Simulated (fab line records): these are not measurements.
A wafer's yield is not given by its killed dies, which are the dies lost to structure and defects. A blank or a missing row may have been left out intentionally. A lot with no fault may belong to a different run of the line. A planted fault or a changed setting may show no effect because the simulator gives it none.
One fault through the eyes of 2 desks || flow gf180mcu || only its own numbers are on each desk; what lay behind them is given at the end

## METROLOGY DESK
Lot by lot, what the gauges showed, no matter which tool ran the lot: averages of those sampled wafers that carry a number. A lot is out of limits, marked OUT, if its mean lies more than 4 standard deviations from the usual mean; the brackets give that distance.
Columns: A = V1_W_THK at GF_V1_THK_MEAS_25, usual 338 nm; B = V3_CVD_00_THK at GF_V3_THK_MEAS_01, usual 603 nm
{"lot": "L998", "first seen here": "day 18 04:01", "A": 338, "B": 607}
{"lot": "L999", "first seen here": "day 18 16:44", "A": 338, "B": 600}
{"lot": "L100", "first seen here": "day 19 03:11", "A": 337, "B": 599}
{"lot": "L102", "first seen here": "day 20 04:23", "A": 341, "B": 604}
{"lot": "L103", "first seen here": "day 20 10:26", "A": 337, "B": 604}
{"lot": "L105", "first seen here": "day 21 03:03", "A": 333, "B": 611}
{"lot": "L106", "first seen here": "day 21 16:55", "A": 338, "B": 594}
{"lot": "L107", "first seen here": "day 21 22:31", "A": 337, "B": 616}
{"lot": "L108", "first seen here": "day 22 06:54", "A": 345, "B": 605}
{"lot": "L109", "first seen here": "day 22 15:48", "A": 347, "B": 607}
{"lot": "L112", "first seen here": "day 23 14:42", "A": 342, "B": 603}
{"lot": "L119", "first seen here": "day 25 20:56", "A": 337, "B": "398 (-32) OUT"}
{"lot": "L120", "first seen here": "day 26 03:52", "A": 330, "B": 595}
This desk finds L119 out of limits, with the earliest case on L119 at day 28 14:44 (V3_CVD_00_THK at GF_V3_THK_MEAS_01). Within limits: L998, L999, L100, L102, L103, L105, L106, L107, L108, L109, L112, L120.

## DESK OF THE TOOL OWNER: hdpcvd-02
The tool's own readings at GF_V3_CVD_00 (deposits SiO2, target thk 600 nm, time 100 s): means of the sampled wafers that have a number, for each lot that ran on this tool. A lot is out of limits, marked OUT, if its mean lies more than 4 standard deviations from the usual mean; the brackets give that distance.
Columns: A = sih4FlowSccm at GF_V3_CVD_00, usual 60.00 sccm
{"lot": "L999", "first seen here": "day 21 23:44", "A": 60.04}
{"lot": "L100", "first seen here": "day 22 09:22", "A": 60.11}
{"lot": "L105", "first seen here": "day 24 04:07", "A": 60.04}
{"lot": "L107", "first seen here": "day 24 22:45", "A": 59.96}
{"lot": "L108", "first seen here": "day 25 07:15", "A": 60.12}
{"lot": "L109", "first seen here": "day 25 15:35", "A": 60.06}
{"lot": "L112", "first seen here": "day 26 12:30", "A": 59.83}
{"lot": "L119", "first seen here": "day 28 14:39", "A": "39.90 (-99 or more) OUT"}
This desk's verdict: out of limits on L119, starting with L119 at day 28 14:39 (sih4FlowSccm at GF_V3_CVD_00). Within limits: L999, L100, L105, L107, L108, L109, L112.

## ALL TOGETHER
The tool owner's desk could have raised an alarm at day 28 14:39, on L119.
The metrology desk could have raised an alarm at day 28 14:44, on L119.
On hdpcvd-02, each named lot ran GF_V3_CVD_00.

## WHAT HAD BEEN PUT IN BY THE SIMULATOR
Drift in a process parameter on hdpcvd-02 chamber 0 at GF_V3_CVD_00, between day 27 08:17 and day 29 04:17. Setting sih4FlowSccm shifted by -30 from 60. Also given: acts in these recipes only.
Struck lots among those shown: L119.
Time in hours from fault onset to the first out-of-limits reading at each desk: tool owner's desk 30, metrology desk 30.
